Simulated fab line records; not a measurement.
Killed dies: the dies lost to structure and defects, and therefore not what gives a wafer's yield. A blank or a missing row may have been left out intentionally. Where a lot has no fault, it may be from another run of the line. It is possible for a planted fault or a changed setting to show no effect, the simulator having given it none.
Matching of chambers    flow sky130    cmp-02 running SKY_VIA3_CMP_24: 4 sister chambers
The step polishes, stops on SiO2, t overpolish 20 s, target thk 0 nm. 4 wafers are shown with their chamber, then 7 later ones without.

== WAFERS WITH THEIR CHAMBER ==
wafer   chamber  motor_current_A (A)
L258.6  0        10.4
L261.5  2        11.9
L265.1  3        9.4
L265.5  1        11.4

== WAFERS WHOSE CHAMBER IS MISSING ==
wafer   motor_current_A (A)
L265.6  11.3
L270.1  10.7
L270.3  11.9
L270.6  11.4
L272.2  10.7
L272.3  11.1
L272.4  12.1

== WHICH CHAMBER EACH WENT THROUGH ==
wafer    from the rows above       in truth
L265.6   1                         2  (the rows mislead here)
L270.1   can't be placed: 0 or 1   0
L270.3   2                         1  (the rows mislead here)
L270.6   1                         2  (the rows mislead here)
L272.2   can't be placed: 0 or 1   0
L272.3   can't be placed: 1 or 0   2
L272.4   2                         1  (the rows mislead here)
0 of 7 placed correctly. Unplaceable from these rows: 3, with the true chamber sitting among the candidates in 2. 4 placed wrongly.
How it was worked out, from the rows above alone: a wafer's distance from a chamber is the root of the sum, over the readings, of the square of ((its reading less the chamber's mean) divided by the reading's scatter). If the next closest chamber is less than 2 further off than the closest, the wafer can't be placed; otherwise it belongs to the closest. A chamber's mean is the mean of its shown wafers. The scatter: with one shown wafer a chamber, the root of the mean of the squares of how far each hidden wafer lies from its nearest shown one.
